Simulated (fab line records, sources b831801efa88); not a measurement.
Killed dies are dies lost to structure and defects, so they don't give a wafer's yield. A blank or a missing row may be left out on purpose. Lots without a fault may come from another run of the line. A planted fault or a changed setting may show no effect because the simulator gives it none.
Which tool did it? | flow gf180mcu | 13 lots, 39 wafers sampled, at 6 steps of a route of 602

WHAT THE GAUGES READ, wafer by wafer
GF_STI_CD_MEAS_12: target cd 220 nm. Usual: cd_nm 219.8 nm, standard deviation 1.1.
lot  | measured    | on        | cd_nm (nm)        | flag
L707 | day 2 01:39 | cd_sem-01 | 218.9 217.5 218.5 |
L709 | day 2 12:29 | cd_sem-02 | 219.7 219.2 219.7 |
L710 | day 2 16:53 | cd_sem-01 | 219.0 219.4 220.1 |
L712 | day 3 03:49 | cd_sem-02 | 218.3 218.9 219.3 |
L713 | day 3 07:07 | cd_sem-01 | 219.2 219.1 217.7 |
L714 | day 3 12:59 | cd_sem-01 | 222.0 221.8 223.1 |
L715 | day 3 18:54 | cd_sem-01 | 219.3 219.4 219.8 |
L716 | day 4 00:11 | cd_sem-01 | 219.8 219.9 219.2 |
L718 | day 4 10:11 | cd_sem-02 | 219.7 221.9 219.6 |
L719 | day 4 15:13 | cd_sem-01 | 219.1 220.3 219.4 |
L727 | day 6 08:05 | cd_sem-01 | 219.1 220.2 218.9 |
L728 | day 6 13:46 | cd_sem-01 | 219.0 219.6 219.2 |
L730 | day 6 23:58 | cd_sem-01 | 221.3 221.5 219.1 |

GF_NWELL_OVL_MEAS_07. Usual: NWELL_OVL -1.2 nm, standard deviation 1.6.
lot  | measured    | on         | NWELL_OVL (nm) | flag
L707 | day 3 07:33 | overlay-01 | 0.3 -4.7 -2.6  |
L709 | day 3 18:46 | overlay-01 | -1.0 -1.3 -1.8 |
L710 | day 3 23:38 | overlay-01 | -2.5 -2.5 -1.5 |
L712 | day 4 10:53 | overlay-02 | 1.6 -1.5 -0.4  |
L713 | day 4 15:28 | overlay-01 | -0.5 -1.0 -2.3 |
L714 | day 4 20:42 | overlay-01 | -1.8 -0.3 -1.5 |
L715 | day 5 03:16 | overlay-01 | 0.7 1.3 1.3    |
L716 | day 5 09:34 | overlay-02 | 2.0 1.3 2.0    |
L718 | day 5 20:51 | overlay-01 | -2.7 -1.8 -0.4 |
L719 | day 6 00:13 | overlay-02 | -2.9 -1.2 -0.7 |
L727 | day 7 21:14 | overlay-01 | -0.1 -2.9 -1.7 |
L728 | day 8 03:16 | overlay-02 | -0.6 -1.1 -1.8 |
L730 | day 8 12:20 | overlay-02 | -0.9 -0.6 -0.7 |

GF_LVPWELL_TW_MEAS_11. Usual: LVPWELL_TW 557, standard deviation 4.5.
lot  | measured    | on            | LVPWELL_TW  | flag
L707 | day 3 21:20 | film_metro-02 | 560 559 560 |
L709 | day 4 09:07 | film_metro-04 | 555 554 552 |
L710 | day 4 14:23 | film_metro-04 | 554 552 554 |
L712 | day 5 00:49 | film_metro-02 | 558 562 563 |
L713 | day 5 06:50 | film_metro-03 | 554 554 555 |
L714 | day 5 11:52 | film_metro-03 | 552 551 549 |
L715 | day 5 18:59 | film_metro-02 | 561 559 564 |
L716 | day 6 01:16 | film_metro-02 | 567 564 563 |
L718 | day 6 12:57 | film_metro-04 | 517 516 519 | OFF
L719 | day 6 16:11 | film_metro-04 | 554 557 556 |
L727 | day 8 14:40 | film_metro-02 | 565 566 566 |
L728 | day 8 20:19 | film_metro-03 | 551 553 550 |
L730 | day 9 06:14 | film_metro-03 | 553 552 550 |

GF_MVSD_OVL_MEAS_07. Usual: MVSD_OVL 0.6 nm, standard deviation 1.2.
lot  | measured    | on         | MVSD_OVL (nm)  | flag
L707 | day 4 10:46 | overlay-01 | -1.3 -0.7 1.4  |
L709 | day 4 23:08 | overlay-01 | -0.9 -0.1 -1.0 |
L710 | day 5 04:13 | overlay-02 | 0.6 -0.4 0.3   |
L712 | day 5 15:26 | overlay-01 | 1.3 0.5 -0.3   |
L713 | day 5 21:32 | overlay-01 | -2.0 1.5 2.2   |
L714 | day 6 02:43 | overlay-01 | -1.3 -0.1 2.4  |
L715 | day 6 09:40 | overlay-02 | -0.7 -1.7 -1.0 |
L716 | day 6 16:07 | overlay-01 | -0.4 0.6 -1.1  |
L718 | day 7 03:32 | overlay-02 | 2.6 2.8 2.6    |
L719 | day 7 08:14 | overlay-01 | 1.4 1.2 1.3    |
L727 | day 9 08:01 | overlay-01 | 2.0 1.0 0.8    |
L728 | day 9 13:56 | overlay-02 | 0.1 0.1 -0.2   |
L730 | day 9 23:59 | overlay-02 | 0.5 0.1 -1.3   |

WHICH TOOL RAN EACH LOT (tool, then ch and the chambers of the sampled wafers, then the start)
lot  | GF_NWELL_STRIP_10                   | GF_LVPWELL_STRIP_10
L707 | plasma_asher-02 ch 0,1, day 3 07:55 | plasma_asher-02 ch 0,1, day 3 21:14
L709 | plasma_asher-04 ch 0,1, day 3 19:07 | plasma_asher-03 ch 0,1, day 4 09:02
L710 | plasma_asher-03 ch 0,1, day 3 23:59 | plasma_asher-03 ch 0,1, day 4 14:17
L712 | plasma_asher-02 ch 0,1, day 4 11:13 | plasma_asher-02 ch 0,1, day 5 00:43
L713 | plasma_asher-04 ch 0,1, day 4 15:49 | plasma_asher-01 ch 0,1, day 5 06:44
L714 | plasma_asher-03 ch 0,1, day 4 21:02 | plasma_asher-02 ch 0, day 5 11:46
L715 | plasma_asher-02 ch 0,1, day 5 03:38 | plasma_asher-03 ch 0,1, day 5 18:53
L716 | plasma_asher-03 ch 0,1, day 5 09:55 | plasma_asher-03 ch 0,1, day 6 01:10
L718 | plasma_asher-03 ch 0,1, day 5 21:11 | plasma_asher-02 ch 0,1, day 6 12:50
L719 | plasma_asher-02 ch 0,1, day 6 00:32 | plasma_asher-01 ch 0,1, day 6 16:05
L727 | plasma_asher-03 ch 0,1, day 7 21:35 | plasma_asher-02 ch 0,1, day 8 14:34
L728 | plasma_asher-02 ch 0,1, day 8 03:37 | plasma_asher-01 ch 0,1, day 8 20:13
L730 | plasma_asher-04 ch 0,1, day 8 12:41 | plasma_asher-02 ch 0,1, day 9 06:08
- GF_NWELL_STRIP_10: strips in O2/N2.
- GF_LVPWELL_STRIP_10: strips in O2/N2.

WHAT THE TOOLS THEMSELVES READ (means of the sampled wafers that have a number; where no wafer has one, the mark that the record gives instead)
GF_NWELL_STRIP_10. Usual: drypump_motor_current_A 5.6 A, standard deviation 0.48; heater_power_w 344 W, standard deviation 35; n2_flow_sccm 300.0 sccm, standard deviation 0.76; o2_flow_sccm 3001 sccm, standard deviation 8.3; oes_product_au 0.722 a.u., standard deviation 0.0041; strip_time_to_endpoint_s 36.93 s, standard deviation 0.096.
lot  | tool            | drypump_motor_current_A (A) | heater_power_w (W) | n2_flow_sccm (sccm) | o2_flow_sccm (sccm) | oes_product_au (a.u.) | strip_time_to_endpoint_s (s) | flag
L707 | plasma_asher-02 | 5.3                         | 352                | 299.2               | 3002                | 0.719                 | 36.99                        |
L709 | plasma_asher-04 | 5.5                         | 297                | 299.5               | 3000                | 0.721                 | 36.87                        |
L710 | plasma_asher-03 | 5.9                         | 366                | 300.4               | 3002                | 0.721                 | 36.86                        |
L712 | plasma_asher-02 | 5.6                         | 355                | 300.1               | 2991                | 0.720                 | 37.08                        |
L713 | plasma_asher-04 | 5.4                         | 302                | 300.6               | 3001                | 0.725                 | 37.05                        |
L714 | plasma_asher-03 | 6.1                         | 385                | 299.2               | 3000                | 0.717                 | 36.94                        |
L715 | plasma_asher-02 | 5.3                         | 351                | 300.5               | 3001                | 0.720                 | 36.92                        |
L716 | plasma_asher-03 | 5.9                         | 366                | 300.2               | 3012                | 0.717                 | 36.96                        |
L718 | plasma_asher-03 | 5.9                         | 360                | 300.1               | 3014                | 0.964                 | -                            | OFF
L719 | plasma_asher-02 | 5.3                         | 356                | 299.8               | 3003                | 0.724                 | 36.78                        |
L727 | plasma_asher-03 | 6.1                         | 383                | 299.1               | 3005                | 0.723                 | 36.84                        |
L728 | plasma_asher-02 | 5.3                         | 358                | 299.5               | 2993                | 0.718                 | 36.84                        |
L730 | plasma_asher-04 | 5.6                         | 297                | 300.1               | 2993                | 0.720                 | 36.84                        |

GF_LVPWELL_STRIP_10. Usual: drypump_motor_current_A 5.7 A, standard deviation 0.46; heater_power_w 352 W, standard deviation 31; n2_flow_sccm 300.0 sccm, standard deviation 0.99; o2_flow_sccm 2999 sccm, standard deviation 8.8; oes_product_au 0.722 a.u., standard deviation 0.0049; strip_time_to_endpoint_s 36.94 s, standard deviation 0.1.
lot  | tool            | drypump_motor_current_A (A) | heater_power_w (W) | n2_flow_sccm (sccm) | o2_flow_sccm (sccm) | oes_product_au (a.u.) | strip_time_to_endpoint_s (s) | flag
L707 | plasma_asher-02 | 5.3                         | 354                | 299.8               | 2992                | 0.719                 | 36.89                        |
L709 | plasma_asher-03 | 6.0                         | 379                | 300.3               | 3000                | 0.724                 | 36.65                        |
L710 | plasma_asher-03 | 6.1                         | 382                | 300.4               | 3013                | 0.725                 | 37.01                        |
L712 | plasma_asher-02 | 5.3                         | 350                | 300.6               | 3001                | 0.725                 | 36.94                        |
L713 | plasma_asher-01 | 5.5                         | 315                | 300.0               | 3002                | 0.725                 | 37.05                        |
L714 | plasma_asher-02 | 4.9                         | 357                | 299.7               | 3011                | 0.724                 | 36.95                        |
L715 | plasma_asher-03 | 5.9                         | 362                | 298.9               | 3000                | 0.720                 | 36.91                        |
L716 | plasma_asher-03 | 6.1                         | 377                | 300.0               | 2999                | 0.723                 | 36.94                        |
L718 | plasma_asher-02 | 5.3                         | 355                | 300.8               | 2995                | 0.724                 | 43.11                        | OFF
L719 | plasma_asher-01 | 5.3                         | 314                | 299.0               | 2996                | 0.724                 | 36.98                        |
L727 | plasma_asher-02 | 5.6                         | 346                | 300.0               | 3002                | 0.725                 | 36.81                        |
L728 | plasma_asher-01 | 5.3                         | 315                | 299.5               | 2991                | 0.722                 | 36.95                        |
L730 | plasma_asher-02 | 5.6                         | 354                | 300.0               | 3004                | 0.723                 | 37.07                        |

THE ANSWER, worked out from the rows above alone
Rule: a lot is off if the mean of its wafers that have a number lies more than 3 standard deviations from the usual mean. A lot without any number at a reading at which 4 lots or more have one is off too. The other lots that the step has rows for count as sound. The gauges are gone through in route order, then the tools' own readings, and for those a lot's mean is taken as printed above. The first step at which some lot is off is used, and at that step the reading that is off furthest; a lot without a number counts as furthest.
Off: L718, at GF_LVPWELL_TW_MEAS_11 (LVPWELL_TW).
A tool fits if, at a process step before that reading, it ran every lot that is off, and no sound lot after the first of them. The gauges at GF_LVPWELL_TW_MEAS_11 aren't tried: what is off there is off at GF_NWELL_STRIP_10 too, on other tools, and a gauge's error can't cause that. None of those tried fits.

WHAT THE SIMULATOR HAD PUT IN
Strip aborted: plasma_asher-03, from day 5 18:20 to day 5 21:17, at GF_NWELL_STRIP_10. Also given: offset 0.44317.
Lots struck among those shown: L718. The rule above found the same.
